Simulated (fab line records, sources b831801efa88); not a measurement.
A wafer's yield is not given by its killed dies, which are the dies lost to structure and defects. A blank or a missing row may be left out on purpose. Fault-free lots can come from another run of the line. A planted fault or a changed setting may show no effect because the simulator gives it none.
Struck lot and sound lot, side by side -- flow sky130 -- 14 steps out of a route of 708
Sound: wafers L870.1, L870.2, L870.6. The struck wafers were L884.1, L884.2, L884.3. At the end, the cause is stated.
Order at every step that has rows: each side's tool, ch and its chambers, its first start. Under that, the readings that differ: sound wafers -- struck wafers -- difference of the means -- sigmas: that difference in standard deviations of wafers without a fault.
alike: readings whose means differ by less than 2 such deviations, and words and numbers that are the same on both sides. not compared: withheld readings, readings that some wafer has no value for, bounds like >300 that may hide the same value, and numbers for which the record gives no deviation and whose values overlap.
A row with sigmas, a row that says differs or no value, or rows on one side alone: a step with any of these is where the two part. Numbers that don't overlap but have no deviation are shown without sigmas and don't part them. A reading missing from all wafers of one side parts the sides only when that side holds two or more wafers.

first, 2 steps without rows for these wafers: SKY_VT_ADJUST_PCH_PEB_05; SKY_VT_ADJUST_PCH_DEVELOP_06 (develop time 60 s).
SKY_VT_ADJUST_PCH_OVL_MEAS_07:
  sound: overlay-01 at day 12 22:28; struck: overlay-02 at day 17 17:11
  alike: VT_ADJUST_PCH_OVL
then, 1 step without rows for these wafers: SKY_VT_ADJUST_PCH_IMPLANT_08.
SKY_VT_ADJUST_PCH_STRIP_09: strips in O2/N2.
  sound on plasma asher-03 ch 0,1, day 12 22:40; struck on plasma asher-03 ch 0,1, day 17 17:22
  alike: drypump motor current A, oes product au, strip time to endpoint s
  not compared: rf hours counter h
SKY_VT_ADJUST_PCH_TW_MEAS_10:
  sound: film metro-04 at day 12 22:46; struck: film metro-01 at day 17 17:28
  alike: VT_ADJUST_PCH_TW
then, 6 steps without rows for these wafers: SKY_SONOS_TUNNEL_DEHYDRATE_00 (time 60 s); SKY_SONOS_TUNNEL_HMDS_01 (prime time 60 s); SKY_SONOS_TUNNEL_COAT_02 (resist thk 1140 nm); SKY_SONOS_TUNNEL_SOFTBAKE_03 (time 60 s); SKY_SONOS_TUNNEL_EXPOSE_04 (exposes mask TUNM, target cd 410 nm); SKY_SONOS_TUNNEL_PEB_05.
SKY_SONOS_TUNNEL_DEVELOP_06: develop time 60 s.
  sound on litho track-02 ch 0, day 14 00:25; struck on litho track-02, day 18 23:31
  no value came back on the struck wafers for chill plate temp C (C), develop time s (s), exhaust pa (Pa); on the sound wafers chill plate temp C (C) reads 22.96 22.75 22.89
SKY_SONOS_TUNNEL_CD_MEAS_07: target cd 410 nm.
  sound: cd sem-02 at day 14 00:34; struck: cd sem-02 at day 18 23:40
reading,sound,struck,difference,sigmas
cd nm (nm),413.4 415.1 414.3,- - -,no value on the struck wafers,

## WHERE THEY PART
First at SKY_SONOS_TUNNEL_DEVELOP_06; last, within this record, at SKY_SONOS_TUNNEL_CD_MEAS_07.

WHY: what the simulator had put in
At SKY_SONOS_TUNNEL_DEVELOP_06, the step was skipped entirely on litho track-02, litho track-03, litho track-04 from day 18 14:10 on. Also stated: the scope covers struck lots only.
